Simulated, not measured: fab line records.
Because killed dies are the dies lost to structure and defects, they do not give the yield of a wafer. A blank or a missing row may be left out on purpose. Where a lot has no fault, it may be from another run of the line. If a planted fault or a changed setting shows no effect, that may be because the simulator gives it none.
The tool behind it: which one? + flow gf180mcu + 14 lots, 42 wafers sampled, at 5 steps of a route of 602

WHAT THE GAUGES READ, wafer by wafer
GF_VT_IMPLANT_RS_MEAS_48: measures by four-point-probe. Usual: LVPWELL_RS typically reads 1176.6 ohm/sq, with standard deviation 2.8.
| lot  | measured     | on           | LVPWELL_RS (ohm/sq)  | flag |
|------|--------------|--------------|----------------------|------|
| L222 | day 7 22:32  | filmMetro-02 | 1176.4 1175.5 1175.9 |      |
| L223 | day 8 03:18  | filmMetro-04 | 1180.3 1176.9 1178.8 |      |
| L225 | day 8 17:22  | filmMetro-04 | 1175.9 1175.8 1173.5 |      |
| L226 | day 9 00:35  | filmMetro-04 | 1175.8 1171.0 1174.4 |      |
| L227 | day 9 06:06  | filmMetro-02 | 1177.7 1171.7 1172.7 |      |
| L228 | day 9 13:17  | filmMetro-02 | 1178.2 1180.4 1179.8 |      |
| L229 | day 9 20:16  | filmMetro-03 | 1177.5 1177.7 1174.6 |      |
| L234 | day 11 06:22 | filmMetro-03 | 1177.7 1174.3 1176.5 |      |
| L238 | day 12 08:49 | filmMetro-02 | 1176.9 1174.2 1178.6 |      |
| L239 | day 12 16:26 | filmMetro-03 | 1179.2 1177.4 1179.0 |      |
| L241 | day 13 05:40 | filmMetro-03 | 1178.1 1178.0 1176.9 |      |
| L243 | day 13 18:18 | filmMetro-04 | 1175.7 1177.2 1176.1 |      |
| L244 | day 14 02:02 | filmMetro-04 | 1177.6 1175.6 1175.0 |      |
| L245 | day 14 07:55 | filmMetro-02 | 1175.7 1173.2 1174.1 |      |

GF_HV_LDD_CD_MEAS_19: the cd target is 400 nm. Usual: 394.5 nm for cdNm, sd 2.5.
| lot  | measured     | on       | cdNm (nm)         | flag |
|------|--------------|----------|-------------------|------|
| L222 | day 11 08:48 | cdSem-01 | 392.9 394.5 392.6 |      |
| L223 | day 11 13:57 | cdSem-01 | 394.3 397.5 397.1 |      |
| L225 | day 12 04:52 | cdSem-02 | 391.4 392.3 393.8 |      |
| L226 | day 12 11:24 | cdSem-02 | 395.3 396.2 394.3 |      |
| L227 | day 12 20:18 | cdSem-02 | 391.2 389.2 389.1 |      |
| L228 | day 13 02:48 | cdSem-02 | 397.6 393.8 397.5 |      |
| L229 | day 13 09:03 | cdSem-02 | 394.3 393.4 393.3 |      |
| L234 | day 15 02:13 | cdSem-02 | 396.2 395.9 397.0 |      |
| L238 | day 16 08:29 | cdSem-01 | 396.2 395.0 397.1 |      |
| L239 | day 16 14:50 | cdSem-02 | 396.8 395.1 391.8 |      |
| L241 | day 17 07:07 | cdSem-02 | 395.7 394.7 395.3 |      |
| L243 | day 17 19:41 | cdSem-01 | 392.7 392.5 393.3 |      |
| L244 | day 18 03:51 | cdSem-01 | 396.1 397.5 397.0 |      |
| L245 | day 18 13:29 | cdSem-01 | 393.8 392.7 395.3 |      |

GF_HV_LDD_TW_MEAS_38. Usual: HV_LDD_3_TW typically reads 1426, with standard deviation 11.
| lot  | measured     | on           | HV_LDD_3_TW    | flag |
|------|--------------|--------------|----------------|------|
| L222 | day 12 06:01 | filmMetro-03 | 1417 1418 1417 |      |
| L223 | day 12 10:40 | filmMetro-03 | 1425 1422 1422 |      |
| L225 | day 13 02:49 | filmMetro-02 | 1412 1407 1411 |      |
| L226 | day 13 08:39 | filmMetro-03 | 1417 1414 1421 |      |
| L227 | day 13 18:25 | filmMetro-02 | 1404 1410 1417 |      |
| L228 | day 14 01:10 | filmMetro-03 | 1420 1423 1419 |      |
| L229 | day 14 07:09 | filmMetro-04 | 1442 1442 1446 |      |
| L234 | day 16 01:35 | filmMetro-03 | 39 39 39       | OFF  |
| L238 | day 17 09:28 | filmMetro-03 | 38 39 39       | OFF  |
| L239 | day 17 15:32 | filmMetro-02 | 1413 1420 1417 |      |
| L241 | day 18 08:21 | filmMetro-03 | 1442 1419 1429 |      |
| L243 | day 18 21:20 | filmMetro-03 | 1433 1438 1426 |      |
| L244 | day 19 05:41 | filmMetro-04 | 1447 1446 1449 |      |
| L245 | day 19 15:15 | filmMetro-03 | 1428 1423 1418 |      |

WHAT TOOL EACH LOT RAN ON (gives the tool, then ch and the chambers of the sampled wafers, and finally the start)
| lot  | GF_HV_LDD_STRIP_10                  | GF_HV_LDD_DEVELOP_30             |
|------|-------------------------------------|----------------------------------|
| L222 | plasmaAsher-01 ch 0,1, day 10 13:22 | lithoTrack-02 ch 0, day 12 05:00 |
| L223 | plasmaAsher-03 ch 0,1, day 10 18:46 | lithoTrack-02 ch 0, day 12 09:39 |
| L225 | plasmaAsher-02 ch 0,1, day 11 08:56 | lithoTrack-01 ch 0, day 13 01:49 |
| L226 | plasmaAsher-02 ch 0,1, day 11 16:14 | lithoTrack-01 ch 0, day 13 07:39 |
| L227 | plasmaAsher-02 ch 0,1, day 12 01:05 | lithoTrack-02 ch 0, day 13 17:24 |
| L228 | plasmaAsher-01 ch 0,1, day 12 06:40 | lithoTrack-02 ch 0, day 14 00:09 |
| L229 | plasmaAsher-01 ch 0,1, day 12 12:19 | lithoTrack-04 ch 0, day 14 06:10 |
| L234 | plasmaAsher-01 ch 0,1, day 14 04:32 | lithoTrack-02 ch 0, day 16 00:36 |
| L238 | plasmaAsher-02 ch 0,1, day 15 09:29 | lithoTrack-02 ch 0, day 17 08:30 |
| L239 | plasmaAsher-03 ch 0,1, day 15 16:25 | lithoTrack-04 ch 0, day 17 14:32 |
| L241 | plasmaAsher-01 ch 0,1, day 16 07:30 | lithoTrack-04 ch 0, day 18 07:21 |
| L243 | plasmaAsher-01 ch 0,1, day 16 19:08 | lithoTrack-04 ch 0, day 18 20:20 |
| L244 | plasmaAsher-03 ch 0,1, day 17 04:04 | lithoTrack-04 ch 0, day 19 04:41 |
| L245 | plasmaAsher-02 ch 0,1, day 17 13:30 | lithoTrack-01 ch 0, day 19 14:14 |
- GF_HV_LDD_STRIP_10: strips in O2/N2.
- GF_HV_LDD_DEVELOP_30: develop time 60 s.

WHAT THE TOOLS THEMSELVES READ (means of the sampled wafers that have a number; where no wafer has one, the mark that the record gives instead)
GF_HV_LDD_STRIP_10. Usual: drypumpMotorCurrentA 5.8 A, standard deviation 0.47; heaterPowerW 309 W, standard deviation 42; n2FlowSccm 300.0 sccm, standard deviation 0.88; oesProductAu 0.716 a.u., standard deviation 0.0051; stripTimeToEndpointS 12.63 s, standard deviation 0.036.
| lot  | tool           | drypumpMotorCurrentA (A) | heaterPowerW (W) | n2FlowSccm (sccm) | oesProductAu (a.u.) | stripTimeToEndpointS (s) | flag |
|------|----------------|--------------------------|------------------|-------------------|---------------------|--------------------------|------|
| L222 | plasmaAsher-01 | 5.4                      | 281              | 300.0             | 0.718               | 12.66                    |      |
| L223 | plasmaAsher-03 | 5.7                      | 289              | 299.7             | 0.711               | 12.61                    |      |
| L225 | plasmaAsher-02 | 6.2                      | 330              | 298.5             | 0.715               | 12.60                    |      |
| L226 | plasmaAsher-02 | 6.2                      | 336              | 299.5             | 0.716               | 12.66                    |      |
| L227 | plasmaAsher-02 | 6.2                      | 335              | 300.0             | 0.720               | 12.64                    |      |
| L228 | plasmaAsher-01 | 5.3                      | 295              | 300.3             | 0.725               | 12.65                    |      |
| L229 | plasmaAsher-01 | 5.4                      | 280              | 300.8             | 0.714               | 12.59                    |      |
| L234 | plasmaAsher-01 | 5.5                      | 277              | 299.4             | 0.717               | 12.67                    |      |
| L238 | plasmaAsher-02 | 6.4                      | 363              | 300.5             | 0.714               | 12.58                    |      |
| L239 | plasmaAsher-03 | 5.9                      | 290              | 300.8             | 0.717               | 12.64                    |      |
| L241 | plasmaAsher-01 | 5.4                      | 283              | 299.1             | 0.717               | 12.59                    |      |
| L243 | plasmaAsher-01 | 5.4                      | 280              | 299.5             | 0.717               | 12.67                    |      |
| L244 | plasmaAsher-03 | 5.8                      | 286              | 300.0             | 0.719               | 12.61                    |      |
| L245 | plasmaAsher-02 | 6.2                      | 333              | 300.5             | 0.713               | 12.62                    |      |

THE ANSWER, worked out from the rows above alone
Rule: a lot counts as off when the mean over its wafers that have a number is more than 3 standard deviations away from the usual mean. A lot without any number at a reading at which 4 lots or more have one is off too. The other lots that the step has rows for count as sound. The gauges are gone through in route order, then the tools' own readings, and for those a lot's mean is taken as printed above. At the first step where some lot is off, the reading lying furthest off is the one used; lots without a number count as furthest.
Off: L234, L238, seen at GF_HV_LDD_TW_MEAS_38 (HV_LDD_3_TW).
If a tool, at a process step before that reading, ran all the lots that are off and no sound lot after the first of them, it fits. Those tools and the gauges at GF_HV_LDD_TW_MEAS_38 are tried in the same way. One fits: GF_HV_LDD_DEVELOP_30 on lithoTrack-02. Its last sound lot is L228 (day 14 00:09), its first lot that is off L234 (day 16 00:36): a fault that began between those two fits.

WHAT THE SIMULATOR HAD PUT IN
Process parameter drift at GF_HV_LDD_DEVELOP_30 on lithoTrack-02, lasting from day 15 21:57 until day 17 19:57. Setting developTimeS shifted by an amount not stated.
Lots struck among those shown: L234, L238. The rule above reached the same finding.
